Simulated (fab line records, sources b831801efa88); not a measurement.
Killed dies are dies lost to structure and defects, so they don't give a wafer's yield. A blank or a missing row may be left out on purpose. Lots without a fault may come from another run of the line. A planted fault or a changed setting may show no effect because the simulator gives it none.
Which tool did it? | flow gf180mcu | 13 lots, 39 wafers sampled, at 2 steps of a route of 602

WHAT THE GAUGES READ, wafer by wafer
GF_VT_IMPLANT_OVL_MEAS_07.
lot  | measured     | on         | VT_IMPLANT_OVL (nm)
L757 | day 5 20:28  | overlay-02 | -2.4 -1.4 -2.7
L758 | day 6 01:13  | overlay-01 | -0.7 0.5 0.5
L759 | day 6 05:52  | overlay-01 | -1.4 -1.4 1.1
L761 | day 6 15:04  | overlay-01 | -1.4 -2.9 -0.7
L760 | day 6 17:29  | overlay-02 | 2.0 0.8 -0.3
L762 | day 6 22:56  | overlay-01 | -0.6 -0.8 0.5
L765 | day 7 14:10  | overlay-02 | -2.9 -3.2 -3.4
L774 | day 10 00:43 | overlay-02 | -2.4 -2.0 -1.9
L775 | day 10 07:01 | overlay-02 | -0.4 -0.3 -1.5
L776 | day 10 14:52 | overlay-01 | 1.4 1.2 0.0
L778 | day 10 20:47 | overlay-01 | -1.0 -1.6 -0.2
L779 | day 11 06:31 | overlay-01 | -0.9 -1.4 -0.8
L780 | day 11 12:46 | overlay-01 | -2.2 -0.4 -2.5

WHICH TOOL RAN EACH LOT (tool, then ch and the chambers of the sampled wafers, then the start)
lot  | GF_STI_WET_ETCH_17
L757 | wet_bench-01 ch 2, day 2 02:50
L758 | wet_bench-04 ch 1, day 2 09:57
L759 | wet_bench-04 ch 2, day 2 15:57
L761 | wet_bench-04 ch 3, day 2 22:41
L760 | wet_bench-01 ch 3, day 2 22:42
L762 | wet_bench-02 ch 1, day 3 04:20
L765 | wet_bench-04 ch 0, day 3 18:29
L774 | wet_bench-04 ch 1, day 5 17:48
L775 | wet_bench-02 ch 0, day 5 22:46
L776 | wet_bench-01 ch 0, day 6 05:36
L778 | wet_bench-01 ch 2, day 6 13:28
L779 | wet_bench-04 ch 3, day 6 19:03
L780 | wet_bench-02 ch 1, day 7 00:47
- GF_STI_WET_ETCH_17: etches Si3N4 in H3PO4, target depth 45 nm, time 514 s.

WHAT THE TOOLS THEMSELVES READ (means of the sampled wafers that have a number; where no wafer has one, the mark that the record gives instead)
GF_STI_WET_ETCH_17.
lot  | tool         | bath_guard_temp_C (C) | bath_heat_duty_pct (%) | temp_c (C)
L757 | wet_bench-01 | 160.0                 | 28.1                   | 160.01
L758 | wet_bench-04 | 158.8                 | 27.3                   | 160.00
L759 | wet_bench-04 | 160.6                 | 25.2                   | 160.02
L761 | wet_bench-04 | 160.2                 | 30.0                   | 159.94
L760 | wet_bench-01 | 159.7                 | 30.4                   | 160.23
L762 | wet_bench-02 | 160.1                 | 23.4                   | 160.17
L765 | wet_bench-04 | 160.3                 | 27.4                   | 159.99
L774 | wet_bench-04 | 154.4                 | 24.2                   | 155.18
L775 | wet_bench-02 | 160.2                 | 29.0                   | 159.90
L776 | wet_bench-01 | 159.3                 | 28.6                   | 160.15
L778 | wet_bench-01 | 159.7                 | 28.6                   | 160.03
L779 | wet_bench-04 | 160.1                 | 29.5                   | 160.11
L780 | wet_bench-02 | 159.9                 | 23.2                   | 160.02

THE ANSWER, worked out from the rows above alone
Rule: what is usual is taken from the lots themselves. Put in order of their means at a reading, lots are off if they are a third of the lots or fewer, leave a main group of 4 or more, and stand apart from it by a gap of 3 or more times the standard deviation of the main group's means; of several such gaps the widest counts. A main group whose means are all the same, to the digits that the tables above print for the reading, isn't used. A lot without any number at a reading at which 4 lots or more have one is off too. The other lots that the step has rows for count as sound. The gauges are gone through in route order, then the tools' own readings, and for those a lot's mean is taken as printed above. The first step at which some lot is off is used, and at that step the reading that is off furthest; a lot without a number counts as furthest.
Off: L774, at GF_STI_WET_ETCH_17 (temp_c). The main group: mean 160.05 C, standard deviation 0.093.
A tool fits if, at that step or a process step before it, it ran every lot that is off, and no sound lot after the first of them. None of those tried fits.

WHAT THE SIMULATOR HAD PUT IN
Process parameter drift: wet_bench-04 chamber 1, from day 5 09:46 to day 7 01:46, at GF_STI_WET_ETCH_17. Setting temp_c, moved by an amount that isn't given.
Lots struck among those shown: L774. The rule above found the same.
